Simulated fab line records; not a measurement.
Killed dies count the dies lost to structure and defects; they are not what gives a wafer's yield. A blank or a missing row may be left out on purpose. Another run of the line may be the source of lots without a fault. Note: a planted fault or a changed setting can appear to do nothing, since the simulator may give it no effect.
Problem report in the 8D (eight disciplines) form, filled by code    flow sky130    the parts of the form that need people (team, actions taken, sign-off) are left out
Where a reading is given only as a bound, like >300, the bound stands for it, and a mean or a difference that rests on one is marked > or <: the true number lies beyond.

== 1. PROBLEM STATEMENT ==
CAP2M_TIN_THK at SKY_CAP2M_THK_MEAS_04 reads a mean of <0.0 nm on 6 wafers of 2 lots; wafers without a fault read 200.8 nm with a standard deviation of 1.9. That is -99 or more standard deviations from the usual mean.
The step: measures by xrf.
First observed at day 44 13:05: wafer L315.2, on filmMetro-01. The record has a number at this step for 42 wafers belonging to 14 lots. By rule, "out" or "out of limits" means more than 4 standard deviations away from the usual mean. All remaining wafers that have a number are taken as sound.

== 2. WHAT THIS IS AND IS NOT ==
question                     is                      is not
which readings at this step  CAP2M_TIN_THK           -
which lots                   L315, L316              L299, L301, L302, L303, L304, L305, L306, L308, L309, L310, L311, L322
which wafers of those lots   all that have a number  -
read on which gauges         filmMetro-01            filmMetro-03, filmMetro-04
when                         from day 44 13:05       up to then (33 sound wafers); but 3 sound wafers of L322 came after

== 3. THE SUSPECTS, EACH WITH WHAT RULES IT OUT ==
Counting: any tool at a process step up to the reading is kept as a suspect provided that every lot that is out went through it and no sound lot did after the first of them.
- the gauge at SKY_CAP2M_THK_MEAS_04: ruled out. All the wafers that are out were read on filmMetro-01, but those of them that SKY_CAP2M_METAL_ETCH_13 has rows for are out there too, on other tools.
- plasmaAsher-03 at SKY_METAL3_STRIP_19 (strips in O2/N2): ruled out as a lasting fault. Following L315 (day 43 11:14), the first lot on it that is out, the sound lots L322 were run on it.
- pvdSputter-01 at SKY_CAP2M_SPUTTER_02 (material TiN, target thk 200 nm, time 166.7 s): kept. All lots that are out passed through it, beginning with L315 at day 44 12:50, and no sound lot followed; its final sound lot before that point was L310 at day 43 03:18.
The count leaves pvdSputter-01 at SKY_CAP2M_SPUTTER_02.

== 4. THE CAUSE (what the simulator had put in) ==
Skipped step whole: pvdSputter-01, from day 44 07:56 on, at SKY_CAP2M_SPUTTER_02. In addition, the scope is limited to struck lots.
After counting, this tool was the only one left.

== 5. THE CHAIN OF EFFECTS, in route order ==
Each row: a reading where the mean over the struck wafers with a number is more than 3 standard deviations away from the usual. Scope: only readings with a usual standard deviation given in the record; hours: median across lots of the time from each lot's start at the first step in this table that gives one to its start at this step; sigmas: change in usual standard deviations.
hours  step                     reading           usual       on struck wafers  change   sigmas
0      SKY_CAP2M_THK_MEAS_04    CAP2M_TIN_THK     200.8 nm    <0.0              <-200.8  -99 or more
22     SKY_CAP2M_METAL_ETCH_13  oesProductAu      0.940 a.u.  0.376             -0.565   -90
22     SKY_CAP2M_METAL_ETCH_13  throttleValvePct  21.902 %    22.267            +0.364   +38
Process steps it contains:
- SKY_CAP2M_METAL_ETCH_13: etches TiN in Cl2/BCl3, stops on SiO2, target depth 220 nm, time 62.9 s.
Readings that are blank on the struck wafers while sound wafers have them: cathodeDcPowerW at SKY_CAP2M_SPUTTER_02; chamberPressurePa at SKY_CAP2M_SPUTTER_02; throttleValvePct at SKY_CAP2M_SPUTTER_02; CAP2M_TIN_RS at SKY_CAP2M_RS_MEAS_03.

== 6. WHAT WOULD HAVE CAUGHT IT SOONER ==
Counted from the fault's start at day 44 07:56, it took 5 hours until the first out-of-limits reading at a measuring or inspecting step in this record, taken at day 44 13:05.
Between SKY_CAP2M_SPUTTER_02 and SKY_CAP2M_THK_MEAS_04, SKY_CAP2M_RS_MEAS_03 gave no CAP2M_TIN_RS on the struck wafers, where sound wafers have one: a measuring or inspecting step that comes back empty is itself a sign.
At SKY_CAP2M_SPUTTER_02 the tool's readings are blank on the struck wafers, where sound wafers have them: an empty tool record is the first sign, and it was there at once.
Of the lots that are out (2), L316 began SKY_CAP2M_SPUTTER_02 on pvdSputter-01 after day 44 13:05. It would have been spared by a hold on the tool at that moment.
